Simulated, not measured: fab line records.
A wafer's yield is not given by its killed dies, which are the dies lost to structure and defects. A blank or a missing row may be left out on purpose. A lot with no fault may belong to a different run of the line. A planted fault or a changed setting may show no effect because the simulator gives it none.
fab line records | flow sfq_line
record lots=13 | wafers=39 | last_day=87
route steps=325 shown M5@207
lots that met no fault: taken from a fault-free run of the same line
start_h: hours from the record's first day to the start of the lot's first wafer shown | wait_h: time in hours since the lot's previous step | " the same as in the row above | L1.1+2: several wafers, shown together as one row | - either no value or no given start | * or withheld: withheld | < > ~ a bound
route shown NAME@n: NAME is a module with steps in the file, n the number in the route of the first one | usual: average and standard deviation across the fault-free wafers | same: alike in all rows | chamber/n: place in a boat | sites: each site's reading | _std_site: the values' standard deviation | _edge_site: outer sites' mean less inner sites' | radius_mm: how far each site lies from the wafer's centre | mask NAME#n: copy n | behind: the tool/chamber that last shaped the wafer | hold: why the lot was held/for how many hours/how that ended | device: transistor that didn't switch, given as n, p or np | end of line: tests run on the same wafers once the route is complete | step lacking rows: just its recipe | killed: at the first sort, the dies lost to defects and structure; wafer yield is something else | map: a wafer's dies, marking killed ones x, the rest . and places with no die _
set.NAME: the run value of the setting; set.NAME@STEP: its run value at that earlier step | model.NAME: the simulator's own value behind a step, which no gauge read
steps of the route over a sample of lots; a table a step, a row a wafer
services: a tool's chamber out of use, with start hour (start_h, from the record's first day; less than 0 if before it), hours out, and reason
## steps
# step SFQ_TRILAYER_M5_STRIP_STRIP_127
# recipe gas=O2 | power_w=200 | platen_temp_c=40 | overash_fraction=0.65 | chemistry=O2 | pressure_mtorr=50
# usual drypump_motor_current_A=5.8/0.4 | oes_product_au=1.001/0.016 | platen_temp_c=40.02/0.12
lot.wafer | tool         | chamber | start_h | wait_h | drypump_motor_current_A | oes_product_au | platen_temp_c | rf_hours_counter_h
L887.1    | rie_metal-03 | 0       | 1434.10 | 0.1    | 5.9                     | 0.976          | 39.96         | 3
L887.5    | "            | 1       | "       | "      | 6.0                     | 1.005          | 39.84         | -
L887.6    | "            | 0       | "       | "      | 5.9                     | 0.984          | 40.14         | -
L888.1    | rie_metal-04 | 1       | 1438.56 | 0.1    | 5.8                     | 1.005          | 40.14         | 51
L888.3    | "            | 0       | "       | "      | 5.0                     | 1.013          | 40.22         | -
L888.4    | "            | 1       | "       | "      | 5.8                     | 1.007          | 40.04         | -
L889.2    | rie_metal-04 | 0       | 1448.07 | 0.1    | 5.0                     | 1.015          | 39.86         | 110
L889.4    | "            | 1       | "       | "      | 5.8                     | 1.003          | 40.18         | -
L889.6    | "            | 0       | "       | "      | 5.0                     | 1.025          | 39.94         | -
L890.2    | rie_metal-04 | 1       | 1454.07 | 0.1    | 5.8                     | 0.989          | 39.94         | 53
L890.5    | "            | 1       | "       | "      | 5.8                     | 1.006          | 39.97         | -
L890.6    | "            | 0       | "       | "      | 5.0                     | 1.012          | 40.11         | -
L891.1    | rie_metal-03 | 1       | 1480.79 | 0.1    | 6.0                     | 1.018          | 39.99         | 60
L891.5    | "            | 1       | "       | "      | 6.0                     | 1.006          | 39.94         | -
L891.6    | "            | 0       | "       | "      | 5.9                     | 0.984          | 39.90         | -
L892.1    | rie_metal-03 | 0       | 1483.19 | 0.1    | 6.0                     | 0.985          | 40.13         | 12
L892.2    | "            | 1       | "       | "      | 6.0                     | 1.011          | 40.07         | 60
L892.4    | "            | 0       | "       | "      | 5.9                     | 0.987          | 40.05         | -
L895.3    | rie_metal-03 | 0       | 1620.69 | 0.3    | 6.0                     | 0.995          | 40.11         | -
L895.4    | "            | 1       | "       | "      | 5.9                     | 0.998          | 39.96         | -
L895.5    | "            | 0       | "       | "      | 5.9                     | 0.987          | 40.00         | -
L897.3    | rie_metal-03 | 1       | 1623.09 | 0.3    | 6.0                     | 0.997          | 39.76         | -
L897.4    | "            | 0       | "       | "      | 5.9                     | 0.997          | 40.63         | -
L897.5    | "            | 0       | "       | "      | 5.9                     | 0.984          | 40.60         | -
L902.1    | rie_metal-04 | 1       | 1642.77 | 0.1    | 5.8                     | 1.018          | 40.00         | 83
L902.3    | "            | 0       | "       | "      | 5.0                     | 0.983          | 40.03         | -
L902.6    | "            | 1       | "       | "      | 5.8                     | 1.022          | 39.96         | -
L903.1    | rie_metal-04 | 1       | 1646.37 | 0.1    | 5.8                     | 1.030          | 39.95         | 83
L903.3    | "            | 0       | "       | "      | 5.0                     | 0.978          | 40.08         | -
L903.4    | "            | 1       | "       | "      | 5.8                     | 1.017          | 39.84         | -
L905.2    | rie_metal-01 | 1       | 1649.97 | 0.1    | 6.3                     | 0.986          | 39.94         | 79
L905.3    | "            | 1       | "       | "      | 6.3                     | 0.991          | 40.23         | -
L905.6    | "            | 0       | "       | "      | 6.1                     | 1.014          | 39.95         | -
L906.1    | rie_metal-01 | 0       | 1653.70 | 0.1    | 6.1                     | 1.024          | 39.85         | 39
L906.4    | "            | 0       | "       | "      | 6.1                     | 1.014          | 39.90         | -
L906.5    | "            | 1       | "       | "      | 6.3                     | 0.996          | 40.18         | -
L908.1    | rie_metal-04 | 1       | 1673.91 | 0.1    | 5.8                     | 1.012          | 40.13         | 87
L908.3    | "            | 0       | "       | "      | 5.0                     | 0.983          | 40.18         | -
L908.5    | "            | 0       | "       | "      | 5.0                     | 0.989          | 39.99         | -
## services
tool         | chamber | start_h | hours | kind
rie_metal-04 | 0       | 1511.08 | -     | clean
rie_metal-04 | 0       | 1511.08 | -     | consumable_replace:focus_ring
rie_metal-04 | 0       | 1511.08 | 16.7  | scheduled_down
rie_metal-04 | 0       | 1511.08 | 16.7  | vent_cycle
rie_metal-01 | 0       | 1537.97 | 5.5   | repair
rie_metal-01 | -       | 1594.38 | 0.6   | repair
## key
first_sign step=SFQ_TRILAYER_M5_STRIP_STRIP_127 | reading=platen_temp_c | direction=up | sigmas=5.1 | usual=* | struck=*
effect none on later readings
met_at SFQ_TRILAYER_M5_STRIP_STRIP_127
struck_lots L897
struck_wafers L897.4,L897.5
onset_between 1620.69 1623.09
fault kind=process_parameter_drift | tool=rie_metal-03 | chamber=0 | onset_h=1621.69 | steps=SFQ_TRILAYER_M5_STRIP_STRIP_127 | channel=platen_temp_c | offset=* | shape=step | end_h=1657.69 | acts_in=* | stated=*
